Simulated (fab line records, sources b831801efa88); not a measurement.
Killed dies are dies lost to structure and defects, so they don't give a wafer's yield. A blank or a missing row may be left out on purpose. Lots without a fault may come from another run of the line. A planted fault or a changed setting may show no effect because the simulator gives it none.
fab line records | flow gf180mcu
record lots=13 wafers=39 last_day=34
route steps=602 shown MVPSD@87 DUAL_GATE@144 V1@336
lots that met no fault: from a run of the same line without faults
start_h: hours from the record's first day to the start of the lot's first wafer shown | wait_h: hours since the lot's step before | " the same as in the row above | L1.1+2: a row that stands for several wafers | - no value, or no start given | * or withheld: withheld | < > ~ a bound
route shown NAME@n: a module of which the file shows steps, and the number in the route of the first | usual: mean/standard deviation of fault-free wafers | same: alike in all rows | chamber/n: place in a boat | sites: the reading at each site | _std_site: their standard deviation | _edge_site: outer sites' mean less inner sites' | radius_mm: how far each site lies from the wafer's centre | mask NAME#n: copy n | behind: the tool/chamber that last shaped the wafer | hold: why the lot was held/for how many hours/how that ended | device: the transistor (n, p or np) that didn't switch | end of line: the same wafers' tests at the end of the route | a step without rows: its recipe alone | killed: dies lost to structure and defects at the first sort, not the wafer's yield | map: a wafer's dies, x killed, . not, _ none there
set.NAME: the setting as run; set.NAME@STEP: as run at that earlier step | model.NAME: the simulator's own value behind a step, which no gauge read
steps of the route over a sample of lots; a table a step, a row a wafer
services: from which hour (start_h, from the record's first day; less than 0 if before it) a tool's chamber was out of use, for how many hours, and why
## steps
# step GF_MVPSD_IMPLANT_09
# recipe species=B energy_kev=40 dose_cm2=5e+12 tilt_deg=0
# usual beam_on_s=10.02/0.2 faraday_current_uA=28.2/0.55
# columns lot.wafer tool chamber start_h wait_h beam_on_s faraday_current_uA
L497.1 implanter-04 0 94.82 0.1 9.69 29.1
L497.2 " 0 " " 10.05 28.1
L497.6 " 0 " " 10.35 27.1
L498.1 implanter-01 0 102.53 0.1 10.32 27.4
L498.2 " 0 " " 10.11 27.8
L498.3 " 0 " " 10.22 27.5
L500.1 implanter-04 0 115.27 0.1 9.91 28.3
L500.4 " 0 " " 9.95 28.4
L500.5 " 0 " " 9.87 28.5
L501.1 implanter-03 0 120.13 0.1 10.05 28.0
L501.3 " 0 " " 10.19 27.9
L501.4 " 0 " " 10.10 27.9
L502.3 implanter-03 0 126.88 0.1 10.01 28.3
L502.5 " 0 " " 10.27 27.5
L502.6 " 0 " " 9.97 28.3
L507.3 implanter-04 0 157.42 0.1 8.10 34.8
L507.5 " 0 " " 8.17 34.5
L507.6 " 0 " " 8.09 34.7
L509.1 implanter-04 0 169.27 0.1 8.28 34.2
L509.2 " 0 " " 8.22 34.3
L509.4 " 0 " " 8.28 34.2
L510.4 implanter-01 0 176.00 0.1 10.14 28.0
L510.5 " 0 " " 9.82 28.7
L510.6 " 0 " " 10.30 27.3
L513.1 implanter-01 0 190.38 0.1 9.69 29.0
L513.3 " 0 " " 9.72 29.0
L513.4 " 0 " " 9.92 28.5
L514.1 implanter-03 0 200.92 0.1 10.14 27.8
L514.3 " 0 " " 10.21 27.7
L514.4 " 0 " " 10.10 28.0
L515.1 implanter-01 0 205.82 0.1 9.98 28.2
L515.4 " 0 " " 10.24 27.6
L515.6 " 0 " " 10.13 27.8
L519.2 implanter-01 0 229.40 0.1 10.30 27.4
L519.5 " 0 " " 10.00 28.2
L519.6 " 0 " " 9.95 28.5
L520.1 implanter-03 0 234.72 0.1 10.38 27.1
L520.3 " 0 " " 10.11 28.0
L520.4 " 0 " " 9.98 28.3
# step GF_VT_IMPLANT_RS_MEAS_49
# recipe thk_meas_gauge=four-point-probe
# usual MVPSD_RS=1169/3.2
# columns lot.wafer tool chamber start_h wait_h MVPSD_RS[ohm/sq]
L497.1 film_metro-01 - 155.20 0.1 1168
L497.2 " - " " 1170
L497.6 " - " " 1165
L498.1 film_metro-04 - 164.56 0.1 1170
L498.2 " - " " 1170
L498.3 " - " " 1172
L500.1 film_metro-04 - 179.58 0.1 1168
L500.4 " - " " 1169
L500.5 " - " " 1167
L501.1 film_metro-03 - 184.51 0.1 1166
L501.3 " - " " 1167
L501.4 " - " " 1167
L502.3 film_metro-01 - 192.03 0.1 1168
L502.5 " - " " 1166
L502.6 " - " " 1168
L507.3 film_metro-03 - 226.18 0.1 1210
L507.5 " - " " 1213
L507.6 " - " " 1213
L509.1 film_metro-04 - 239.55 0.1 1213
L509.2 " - " " 1213
L509.4 " - " " 1213
L510.4 film_metro-03 - 245.90 0.1 1171
L510.5 " - " " 1177
L510.6 " - " " 1168
L513.1 film_metro-03 - 262.84 0.1 1173
L513.3 " - " " 1172
L513.4 " - " " 1169
L514.1 film_metro-04 - 274.49 0.1 1172
L514.3 " - " " 1170
L514.4 " - " " 1169
L515.1 film_metro-04 - 280.20 0.1 1173
L515.4 " - " " 1170
L515.6 " - " " 1168
L519.2 film_metro-04 - 306.97 0.1 1173
L519.5 " - " " 1174
L519.6 " - " " 1176
L520.1 film_metro-04 - 311.54 0.1 1171
L520.3 " - " " 1170
L520.4 " - " " 1172
# step GF_DUAL_GATE_THK_MEAS_03
# recipe reads=SiO2_of_DUAL_GATE_OXIDATION_02
# usual DUAL_GATE_OXIDATION_00_THK=10.90/0.23
# columns lot.wafer tool chamber start_h wait_h DUAL_GATE_OXIDATION_00_THK[nm]
L497.1 film_metro-03 - 157.96 0.0 10.56
L497.2 " - " " 10.65
L497.6 " - " " 10.57
L498.1 film_metro-03 - 166.31 0.0 10.48
L498.2 " - " " 10.66
L498.3 " - " " 10.52
L500.1 film_metro-02 - 181.33 0.0 11.24
L500.4 " - " " 11.03
L500.5 " - " " 11.04
L501.1 film_metro-04 - 186.90 0.0 11.17
L501.3 " - " " 11.13
L501.4 " - " " 11.02
L502.3 film_metro-03 - 194.46 0.0 10.80
L502.5 " - " " 10.70
L502.6 " - " " 10.76
L507.3 film_metro-04 - 228.61 0.0 10.68
L507.5 " - " " 10.72
L507.6 " - " " 10.73
L509.1 film_metro-02 - 241.31 0.0 11.02
L509.2 " - " " 11.00
L509.4 " - " " 10.95
L510.4 film_metro-02 - 247.62 0.0 10.85
L510.5 " - " " 10.99
L510.6 " - " " 10.71
L513.1 film_metro-04 - 264.71 0.0 11.00
L513.3 " - " " 11.09
L513.4 " - " " 10.87
L514.1 film_metro-02 - 276.24 0.0 11.00
L514.3 " - " " 11.17
L514.4 " - " " 10.92
L515.1 film_metro-02 - 282.96 0.0 10.95
L515.4 " - " " 10.83
L515.6 " - " " 10.89
L519.2 film_metro-04 - 308.72 0.0 11.11
L519.5 " - " " 10.84
L519.6 " - " " 10.80
L520.1 film_metro-03 - 313.29 0.0 10.87
L520.3 " - " " 11.17
L520.4 " - " " 10.81
# step GF_V1_THK_MEAS_01
# recipe reads=SiO2_of_V1_CVD_00
# usual V1_CVD_00_THK=601/6
# columns lot.wafer tool chamber start_h wait_h V1_CVD_00_THK[nm]
L497.1 film_metro-03 - 384.03 0.0 618
L497.2 " - " " 612
L497.6 " - " " 607
L498.1 film_metro-04 - 397.16 0.0 598
L498.2 " - " " 604
L498.3 " - " " 601
L500.1 film_metro-03 - 414.43 0.0 617
L500.4 " - " " 609
L500.5 " - " " 614
L501.1 film_metro-03 - 420.97 0.0 604
L501.3 " - " " 612
L501.4 " - " " 601
L502.3 film_metro-02 - 434.57 0.1 598
L502.5 " - " " 604
L502.6 " - " " 610
L507.3 film_metro-04 - 479.45 0.1 599
L507.5 " - " " 606
L507.6 " - " " 603
L509.1 film_metro-04 - 496.28 0.0 606
L509.2 " - " " 595
L509.4 " - " " 607
L510.4 film_metro-04 - 503.16 0.0 592
L510.5 " - " " 598
L510.6 " - " " 600
L513.1 film_metro-03 - 527.11 0.0 595
L513.3 " - " " 606
L513.4 " - " " 601
L514.1 film_metro-03 - 537.78 0.0 598
L514.3 " - " " 596
L514.4 " - " " 596
L515.1 film_metro-02 - 546.08 0.0 583
L515.4 " - " " 590
L515.6 " - " " 586
L519.2 film_metro-02 - 576.44 0.0 597
L519.5 " - " " 602
L519.6 " - " " 602
L520.1 film_metro-03 - 580.68 0.0 602
L520.3 " - " " 604
L520.4 " - " " 604
# step GF_V1_STRIP_18
# recipe chemistry=O2/N2 power_w=1400 pressure_mtorr=1500 platen_temp_c=250 o2_flow_sccm=3000 n2_flow_sccm=300 overash_fraction=0.5
# usual drypump_motor_current_A=5.9/0.45 heater_power_w=321/8.1 o2_flow_sccm=3000/10 oes_product_au=0.593/0.0048 platen_temp_c=250.00/0.19
# columns lot.wafer tool chamber start_h wait_h drypump_motor_current_A heater_power_w o2_flow_sccm oes_product_au platen_temp_c rf_hours_counter_h
L497.1 plasma_asher-02 1 407.97 - 6.5 310 2996 0.603 250.31 64
L497.2 " 0 " " 5.8 303 3016 0.593 249.85 64
L497.6 " 1 " " 6.5 314 2991 0.600 250.13 -
L498.1 plasma_asher-01 1 421.32 - 5.3 317 2983 0.589 249.61 31
L498.2 " 0 " " 6.8 330 2983 0.587 249.94 31
L498.3 " 1 " " 5.3 317 2996 0.588 249.64 -
L500.1 plasma_asher-02 0 439.97 - 5.7 308 3012 0.588 249.91 68
L500.4 " 1 " " 6.5 313 2995 0.585 249.98 -
L500.5 " 1 " " 6.5 318 2990 0.589 250.10 -
L501.1 plasma_asher-04 0 445.67 - 5.8 325 2987 0.585 249.99 1
L501.3 " 1 " " 5.9 315 2991 0.589 249.95 -
L501.4 " 0 " " 5.8 328 3003 0.585 249.78 -
L502.3 plasma_asher-01 0 459.80 - 6.8 326 3007 0.593 249.81 -
L502.5 " 1 " " 5.3 309 2996 0.586 250.45 -
L502.6 " 0 " " 6.8 325 2994 0.588 249.81 -
L507.3 plasma_asher-04 0 504.10 - 5.8 327 3015 0.592 250.22 -
L507.5 " 1 " " 5.8 313 2981 0.605 249.76 -
L507.6 " 0 " " 5.8 328 3005 0.594 250.03 -
L509.1 plasma_asher-04 0 520.42 - 5.8 330 2997 0.595 249.94 9
L509.2 " 1 " " 5.9 319 2998 0.590 250.27 9
L509.4 " 0 " " 5.8 331 2995 0.593 249.68 -
L510.4 plasma_asher-04 1 527.20 - 5.9 326 3022 0.599 249.84 -
L510.5 " 0 " " 5.8 326 3012 0.588 249.69 -
L510.6 " 1 " " 5.9 312 3001 0.600 249.99 -
L513.1 plasma_asher-01 1 550.52 - 5.2 321 3020 0.594 249.91 44
L513.3 " 0 " " 6.8 327 2998 0.595 249.79 -
L513.4 " 1 " " 5.2 307 3014 0.601 250.08 -
L514.1 plasma_asher-02 1 561.12 - 6.5 306 2989 0.596 249.95 81
L514.3 " 1 " " 6.5 315 2996 0.596 250.01 -
L514.4 " 0 " " 5.7 314 2996 0.597 249.85 -
L515.1 plasma_asher-02 1 568.62 - 6.4 317 3004 0.592 249.87 82
L515.4 " 0 " " 5.7 308 3008 0.595 249.93 -
L515.6 " 0 " " 5.7 315 3001 0.585 250.10 -
L519.2 plasma_asher-02 0 599.41 - 5.7 310 2985 0.589 250.13 86
L519.5 " 1 " " 6.4 314 2999 0.596 250.11 -
L519.6 " 0 " " 5.7 310 2999 0.587 250.09 -
L520.1 plasma_asher-04 0 602.87 - 5.8 324 3016 0.591 249.94 17
L520.3 " 0 " " 5.8 327 2999 0.594 250.41 -
L520.4 " 1 " " 5.9 323 3034 0.600 249.69 -
## services
# columns tool chamber start_h hours kind
implanter-01 - 96.74 1.6 repair
plasma_asher-02 - 129.47 6.4 repair
implanter-01 - 130.24 3.3 repair
implanter-01 - 138.14 1.9 pm
implanter-04 - 247.54 5.3 pm
implanter-01 - 293.24 2.9 repair
implanter-04 - 296.76 19.1 pm
plasma_asher-04 - 314.75 27.0 pm
implanter-04 - 326.38 4.4 repair
implanter-01 - 362.21 2.4 repair
implanter-03 - 363.59 1.6 repair
implanter-03 - 376.63 4.1 pm
implanter-03 - 382.96 1.6 repair
implanter-01 - 418.83 4.6 pm
plasma_asher-04 - 421.25 9.0 pm
implanter-04 - 446.37 6.5 pm
implanter-03 - 462.08 13.7 pm
plasma_asher-02 - 462.13 1.7 repair
plasma_asher-04 - 501.03 2.8 pm
implanter-01 - 509.15 0.7 repair
implanter-01 - 511.24 10.0 repair
implanter-01 - 532.19 8.0 pm
plasma_asher-04 - 534.77 1.6 repair
plasma_asher-04 - 578.57 4.7 repair
## key
first_sign step=GF_MVPSD_IMPLANT_09 reading=faraday_current_uA direction=up sigmas=11 usual=28.2 struck=34.5
effect step=GF_MVPSD_IMPLANT_09 reading=beam_on_s direction=down sigmas=9.3 usual=10.02 struck=8.19
effect step=GF_VT_IMPLANT_RS_MEAS_49 reading=MVPSD_RS direction=up sigmas=14 usual=1169 struck=1212
met_at GF_MVPSD_IMPLANT_09
struck_lots L507,L509
tester_left_out L507,L509
not_acting_at GF_DUAL_GATE_THK_MEAS_03,GF_V1_THK_MEAS_01,GF_V1_STRIP_18
onset_between 115.27 157.42
fault kind=process_parameter_drift tool=implanter-04 chamber=- onset_h=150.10 steps=GF_MVPSD_IMPLANT_09 channel=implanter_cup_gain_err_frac offset=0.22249 shape=step end_h=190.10
# tester_left_out: of these lots the tester's yield and bins aren't shown, on N5 and GAA mostly nor the transistor test; their killed dies are dies lost to structure and defects alone, not to doping, threshold or leakage, so they don't give the yield
